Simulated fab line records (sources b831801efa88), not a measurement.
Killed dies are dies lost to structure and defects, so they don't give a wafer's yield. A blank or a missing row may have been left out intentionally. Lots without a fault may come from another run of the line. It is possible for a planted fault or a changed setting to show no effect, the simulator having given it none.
8D (eight disciplines) problem report, filled in by code || flow gf180mcu || the parts of the form that need people (team, actions taken, sign-off) are left out

## 1. THE ISSUE
HV_LDD_TW at GF_HV_LDD_TW_MEAS_11 reads a mean of 2534 on 6 wafers of 2 lots; wafers without a fault read 2413 with a standard deviation of 19. That is +6.4 standard deviations from the usual mean.
Earliest sighting: wafer L275.2 on filmMetro-04 at day 12 20:43. Wafers with a number at this step in the record: 36, from 12 lots. Rule for "out" (also "out of limits"): further than 4 standard deviations from the usual mean. Any other wafer with a number is counted as sound.

## 2. WHAT IT IS, AND WHAT IT ISN'T
{"question": "which readings at this step", "is": "HV_LDD_TW", "is not": "-"}
{"question": "which lots", "is": "L275, L276", "is not": "L269, L270, L271, L272, L273, L274, L286, L287, L288, L289"}
{"question": "which wafers of those lots", "is": "all that have a number", "is not": "-"}
{"question": "read on which gauges", "is": "filmMetro-03, filmMetro-04", "is not": "filmMetro-02"}
{"question": "when", "is": "from day 12 20:43", "is not": "up to then (18 sound wafers); but 12 sound wafers of L286, L287, L288, L289 came after"}

## 3. WHAT RULES OUT EACH SUSPECT
Counting: a tool at any process step up to the reading remains a suspect when it ran all the lots that are out and ran no sound lot after the first of those.
- the gauge at GF_HV_LDD_TW_MEAS_11 is ruled out. The wafers that are out were read on 2 gauges (filmMetro-03, filmMetro-04).
- implanter-02 at GF_HV_LDD_IMPLANT_09: ruled out as a lasting fault. Sound lots L286, L287, L289 ran on it after its first lot that is out, L275 (day 12 20:28).
Left after counting: nothing in the record.

## 4. THE CAUSE (what the simulator had put in)
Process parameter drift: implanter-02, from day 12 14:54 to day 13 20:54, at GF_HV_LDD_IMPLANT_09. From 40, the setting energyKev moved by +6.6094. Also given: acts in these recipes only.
Counting ruled it out, wrongly: the rule takes a fault to strike every lot that its tool runs from its start on, and this one did not.

## 5. THE CHAIN OF EFFECTS, in route order
One row per reading whose mean, taken over the struck wafers that have a number, lies over 3 standard deviations from the usual. Only readings whose record carries a usual standard deviation are examined. hours: median over the lots of the time between each lot's start at the first step of this table that gives one and its start at this step. sigmas: the change, counted in usual standard deviations.
{"hours": 0, "step": "GF_HV_LDD_IMPLANT_09", "reading": "beamEnergyKeV", "usual": 40.000, "on struck wafers": 46.603, "change": "+6.603", "sigmas": "+99 or more"}
{"hours": 0, "step": "GF_HV_LDD_TW_MEAS_11", "reading": "HV_LDD_TW", "usual": 2413, "on struck wafers": 2534, "change": "+122", "sigmas": "+6.4"}
{"hours": 64, "step": "GF_HV_LDD_RS_MEAS_53", "reading": "HV_LDD_RS", "usual": "418.2 ohm/sq", "on struck wafers": 415.1, "change": -3.1, "sigmas": -3.1}
Process steps it contains:
- GF_HV_LDD_IMPLANT_09
Later measuring or inspecting steps at which every struck wafer that the step has a row for has a number for every such reading, and none has moved that far: GF_V2_CD_MEAS_14.

## 6. HOW IT WOULD HAVE BEEN CAUGHT EARLIER
The first out-of-limits reading at a measuring or inspecting step in this record came at day 12 20:43, 6 hours after the fault's start at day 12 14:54.
Tool's own readings at GF_HV_LDD_IMPLANT_09, beamEnergyKeV: out on all struck wafers the step has rows for; an alarm limit on them would have tripped on the first.
